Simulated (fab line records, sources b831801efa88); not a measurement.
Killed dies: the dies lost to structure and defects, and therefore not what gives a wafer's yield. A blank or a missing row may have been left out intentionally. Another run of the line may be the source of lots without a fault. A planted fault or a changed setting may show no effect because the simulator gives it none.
The tool behind it: which one? :: flow gf180mcu :: Sampling: 13 lots, 39 wafers, 3 of 602 route steps

WHAT EACH GAUGE READ, for each wafer
GF_TOP_METAL_RS_MEAS_05: the measuring method here is four-point-probe. Usual: TOP_METAL_ALCU_RS gives 0.03286 ohm/sq (standard deviation 0.0003).
lot: L385
measured: day 27 07:44
on: filmMetro-03
TOP_METAL_ALCU_RS (ohm/sq): 0.03272 0.03306 0.03303
flag: 

lot: L386
measured: day 28 01:54
on: filmMetro-04
TOP_METAL_ALCU_RS (ohm/sq): 0.03325 0.03337 0.03325
flag: 

lot: L387
measured: day 28 04:01
on: filmMetro-03
TOP_METAL_ALCU_RS (ohm/sq): 0.03231 0.03289 0.03233
flag: 

lot: L388
measured: day 28 06:22
on: filmMetro-02
TOP_METAL_ALCU_RS (ohm/sq): 0.03271 0.03229 0.03277
flag: 

lot: L389
measured: day 28 20:41
on: filmMetro-04
TOP_METAL_ALCU_RS (ohm/sq): 0.03286 0.03231 0.03274
flag: 

lot: L390
measured: day 29 05:57
on: filmMetro-04
TOP_METAL_ALCU_RS (ohm/sq): 0.03324 0.03305 0.0333
flag: 

lot: L392
measured: day 29 14:25
on: filmMetro-03
TOP_METAL_ALCU_RS (ohm/sq): 0.03277 0.03271 0.0325
flag: 

lot: L391
measured: day 29 15:20
on: filmMetro-04
TOP_METAL_ALCU_RS (ohm/sq): 0.03308 0.03315 0.03307
flag: 

lot: L396
measured: day 30 14:03
on: filmMetro-04
TOP_METAL_ALCU_RS (ohm/sq): 0.03306 0.03297 0.03306
flag: 

lot: L400
measured: day 31 13:55
on: filmMetro-02
TOP_METAL_ALCU_RS (ohm/sq): 0.03293 0.03328 0.0328
flag: 

lot: L404
measured: day 32 12:47
on: filmMetro-03
TOP_METAL_ALCU_RS (ohm/sq): 0.03305 0.03301 0.03335
flag: 

lot: L406
measured: day 33 03:38
on: filmMetro-04
TOP_METAL_ALCU_RS (ohm/sq): 0.03253 0.03223 0.03242
flag: 

lot: L407
measured: day 33 06:51
on: filmMetro-03
TOP_METAL_ALCU_RS (ohm/sq): 0.03317 0.0328 0.03237
flag: 

GF_TOP_METAL_OVL_MEAS_15. Usual: TOP_METAL_OVL gives -0.2 nm (standard deviation 1.5).
lot: L385
measured: day 28 03:52
on: overlay-02
TOP_METAL_OVL (nm): -0.8 0.2 -0.3
flag: 

lot: L386
measured: day 28 21:08
on: overlay-02
TOP_METAL_OVL (nm): -2.4 -0.8 -1.3
flag: 

lot: L387
measured: day 28 22:20
on: overlay-01
TOP_METAL_OVL (nm): -0.3 0.7 -0.2
flag: 

lot: L388
measured: day 29 01:23
on: overlay-01
TOP_METAL_OVL (nm): 1.6 0.4 -1.2
flag: 

lot: L389
measured: day 29 15:34
on: overlay-02
TOP_METAL_OVL (nm): -2.9 -2.8 -2.7
flag: 

lot: L390
measured: day 29 23:56
on: overlay-01
TOP_METAL_OVL (nm): -1.5 -0.8 -1.8
flag: 

lot: L392
measured: day 30 08:44
on: overlay-01
TOP_METAL_OVL (nm): 1.3 2.3 -0.5
flag: 

lot: L391
measured: day 30 09:02
on: overlay-02
TOP_METAL_OVL (nm): -0.5 0.3 0.4
flag: 

lot: L396
measured: day 31 07:36
on: overlay-02
TOP_METAL_OVL (nm): -2.0 -1.4 -3.7
flag: 

lot: L400
measured: day 32 07:28
on: overlay-01
TOP_METAL_OVL (nm): 0.6 -0.2 -0.9
flag: 

lot: L404
measured: day 33 05:29
on: overlay-01
TOP_METAL_OVL (nm): -0.3 0.6 0.4
flag: 

lot: L406
measured: day 33 18:35
on: overlay-01
TOP_METAL_OVL (nm): 0.5 1.0 0.4
flag: 

lot: L407
measured: day 33 21:56
on: overlay-01
TOP_METAL_OVL (nm): -3.2 -3.2 -1.2
flag: 

WHICH TOOL RAN EACH LOT (tool, then ch and the chambers of the sampled wafers, then the start)
lot: L385
GF_CONTACT_SPUTTER_22: pvdSputter-04, day 16 04:55

lot: L386
GF_CONTACT_SPUTTER_22: pvdSputter-02, day 17 01:41

lot: L387
GF_CONTACT_SPUTTER_22: pvdSputter-04, day 17 03:32

lot: L388
GF_CONTACT_SPUTTER_22: pvdSputter-03, day 17 07:23

lot: L389
GF_CONTACT_SPUTTER_22: pvdSputter-02, day 17 22:43

lot: L390
GF_CONTACT_SPUTTER_22: pvdSputter-04, day 18 10:36

lot: L392
GF_CONTACT_SPUTTER_22: pvdSputter-02, day 18 22:14

lot: L391
GF_CONTACT_SPUTTER_22: pvdSputter-03, day 18 22:34

lot: L396
GF_CONTACT_SPUTTER_22: pvdSputter-03, day 20 05:41

lot: L400
GF_CONTACT_SPUTTER_22: pvdSputter-04, day 21 14:26

lot: L404
GF_CONTACT_SPUTTER_22: pvdSputter-03, day 22 19:22

lot: L406
GF_CONTACT_SPUTTER_22: pvdSputter-02, day 23 16:05

lot: L407
GF_CONTACT_SPUTTER_22: pvdSputter-03, day 23 19:23
- GF_CONTACT_SPUTTER_22: material Ti, target thk 15 nm, time 80.02 s.

AS READ BY THE TOOLS THEMSELVES (means over the sampled wafers that have a number; for cases with no such wafer, the mark the record gives instead)
GF_CONTACT_SPUTTER_22. Usual: 30.0 % for throttleValvePct, sd 1.1.
lot: L385
tool: pvdSputter-04
throttleValvePct (%): 31.0
flag: 

lot: L386
tool: pvdSputter-02
throttleValvePct (%): 30.0
flag: 

lot: L387
tool: pvdSputter-04
throttleValvePct (%): 31.0
flag: 

lot: L388
tool: pvdSputter-03
throttleValvePct (%): 29.6
flag: 

lot: L389
tool: pvdSputter-02
throttleValvePct (%): 29.7
flag: 

lot: L390
tool: pvdSputter-04
throttleValvePct (%): 30.1
flag: 

lot: L392
tool: pvdSputter-02
throttleValvePct (%): 29.3
flag: 

lot: L391
tool: pvdSputter-03
throttleValvePct (%): 28.9
flag: 

lot: L396
tool: pvdSputter-03
throttleValvePct (%): 29.8
flag: 

lot: L400
tool: pvdSputter-04
throttleValvePct (%): 30.9
flag: 

lot: L404
tool: pvdSputter-03
throttleValvePct (%): 29.1
flag: 

lot: L406
tool: pvdSputter-02
throttleValvePct (%): 30.1
flag: 

lot: L407
tool: pvdSputter-03
throttleValvePct (%): 29.3
flag: 

THE ANSWER, worked out from the rows above alone
Rule: a lot counts as off when the mean over its wafers that have a number is more than 3 standard deviations away from the usual mean. Also off: a lot with no number at a reading for which 4 or more lots have one. All remaining lots with rows at the step are treated as sound. First the gauges in route order, then the tools' own readings, where a lot's mean is used as printed above. The first step at which some lot is off is used, and at that step the reading that is off furthest; a lot without a number counts as furthest.
No lot is off on any of the readings shown, so nothing can be concluded from this.

WHAT HAD BEEN PUT IN BY THE SIMULATOR
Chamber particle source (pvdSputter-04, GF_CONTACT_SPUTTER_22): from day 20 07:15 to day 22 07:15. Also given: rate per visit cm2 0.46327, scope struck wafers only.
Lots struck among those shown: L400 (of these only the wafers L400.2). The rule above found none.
